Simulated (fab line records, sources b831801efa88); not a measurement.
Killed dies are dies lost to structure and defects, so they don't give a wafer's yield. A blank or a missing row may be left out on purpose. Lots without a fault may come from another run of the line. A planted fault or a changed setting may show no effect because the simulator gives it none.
A struck lot beside a sound one | flow sky130 | 18 steps out of a route of 708
Sound: wafers L752.2, L752.3, L752.4. Struck: wafer L768.3. (L768.2, L768.4 of the same lot were not struck and are left out.) The cause comes at the end.
At each step with rows: each side's tool, then ch and its chambers, then its first start. Under that, the readings that differ: sound wafers | struck wafers | difference of the means | sigmas: that difference in standard deviations of wafers without a fault.
alike: readings whose means differ by less than 2 such deviations, and words and numbers that are the same on both sides. not compared: withheld readings, readings that some wafer has no value for, bounds like >300 that may hide the same value, and numbers for which the record gives no deviation and whose values overlap.
The two part at a step that has a row with sigmas, a row that says differs or no value, or rows on one side only. Numbers that don't overlap but have no deviation are shown without sigmas and don't part them. A reading that every wafer of one side lacks parts them only if that side has two wafers or more.

first, 3 steps without rows for these wafers: SKY_VIA1_EXPOSE_09 (exposes mask VIM, target cd 150 nm); SKY_VIA1_PEB_10; SKY_VIA1_DEVELOP_11 (develop time 60 s).
SKY_VIA1_CD_MEAS_12: target cd 150 nm.
  sound on cd_sem-02, day 34 11:10; struck on cd_sem-02, day 39 14:28
  alike: cd_nm
SKY_VIA1_OVL_MEAS_13:
  sound on overlay-01, day 34 11:16; struck on overlay-02, day 39 14:34
  reading       | sound  | struck | difference | sigmas
  VIA1_OVL (nm) | 4 -5 3 | 14     | +13        | +3
SKY_VIA1_ETCH_14: etches BARC in N2/H2, stops on SiO2, time 45.9 s, target depth 60 nm.
  sound on rie_diel-04 ch 1,2,3, day 34 11:18; struck on rie_diel-02 ch 2, day 39 14:36
  alike: drypump_motor_current_A, n2_flow_sccm, oes_product_au, throttle_valve_pct
  not compared: rf_hours_counter_h
SKY_VIA1_ETCH_15: etches SiO2 in C4F8/O2/Ar, stops on TiN, target depth 351 nm, time 54 s.
  sound on rie_diel-04 ch 1,2,3, day 34 11:20; struck on rie_diel-02 ch 2, day 39 14:39
  alike: oes_product_au
  not compared: rf_hours_counter_h
SKY_VIA1_STRIP_16: strips in O2/N2.
  sound on plasma_asher-04 ch 0,1, day 34 11:23; struck on plasma_asher-03 ch 0, day 39 14:41
  reading                     | sound       | struck | difference | sigmas
  drypump_motor_current_A (A) | 5.0 5.0 5.3 | 6.7    | +1.6       | +2
  alike: n2_flow_sccm, oes_product_au, strip_time_to_endpoint_s
  not compared: rf_hours_counter_h
then, 3 steps without rows for these wafers: SKY_VIA1_STRIP_17 (strips in post etch residue remover, time 1200 s); SKY_VIA1_CLEAN_18 (cleans in IPA, time 180 s); SKY_VIA1_CLEAN_19 (cleans in O3/DIW).
SKY_VIA1_SPUTTER_20: material TiN, target thk 20 nm, time 80 s.
  sound on pvd_sputter-01, day 34 11:59; struck on pvd_sputter-02, day 39 15:22
  alike: throttle_valve_pct
SKY_VIA1_CVD_21: deposits W, target thk 270 nm, time 80.902 s.
  sound on cvd_w-02 ch 0,1, day 34 12:02; struck on cvd_w-01 ch 0, day 39 15:25
  reading                            | sound           | struck | difference | sigmas
  model.W_of_VIA1_CVD_21.thk_nm (nm) | 269.3 269.8 266 | 175.3  | -93.1      |
  alike: heater_power_w, susceptor_temp_C
  not compared: since_wet_clean_h
SKY_VIA1_RS_MEAS_22: measures by four-point-probe.
  sound on film_metro-01, day 34 12:10; struck on film_metro-03, day 39 15:32
  reading            | sound             | struck | difference | sigmas
  VIA1_W_RS (ohm/sq) | 0.427 0.426 0.433 | 0.662  | +0.233     | +51
SKY_VIA1_THK_MEAS_23: measures by xrf.
  sound on film_metro-01, day 34 12:16; struck on film_metro-03, day 39 15:38
  reading         | sound       | struck | difference | sigmas
  VIA1_W_THK (nm) | 262 261 257 | 173    | -87        | -26
SKY_VIA1_CMP_24: polishes, stops on SiO2, t overpolish 15 s, target thk 0 nm.
  sound on cmp-01 ch 0,1,3, day 34 12:19; struck on cmp-01 ch 2, day 39 15:41
  reading                | sound             | struck | difference | sigmas
  platen_rpm (rpm)       | 59.97 59.96 60.10 | 59.92  | -0.09      | -2
  time_to_endpoint_s (s) | 65.5 64.3 60.4    | 44.4   | -19.0      | -8
  alike: motor_current_A
SKY_METAL2_SPUTTER_00: material Ti, target thk 15 nm, time 10 s.
  sound on pvd_sputter-02, day 34 12:37; struck on pvd_sputter-02, day 39 15:59
  alike: throttle_valve_pct
-- the record jumps here: 10 days lie between the struck wafers' starts before and after (it left off in module METAL2 and takes up again in module PAD_OPEN, whose first step shown is number 708 of the route) --
SKY_PAD_OPEN_PROBE_99:
  the record has rows for the struck wafers here (prober-02, day 50 01:10) and none for the sound ones

WHERE THEY PART
First at SKY_VIA1_OVL_MEAS_13; last, within this record, at SKY_PAD_OPEN_PROBE_99.

WHY: what the simulator had put in
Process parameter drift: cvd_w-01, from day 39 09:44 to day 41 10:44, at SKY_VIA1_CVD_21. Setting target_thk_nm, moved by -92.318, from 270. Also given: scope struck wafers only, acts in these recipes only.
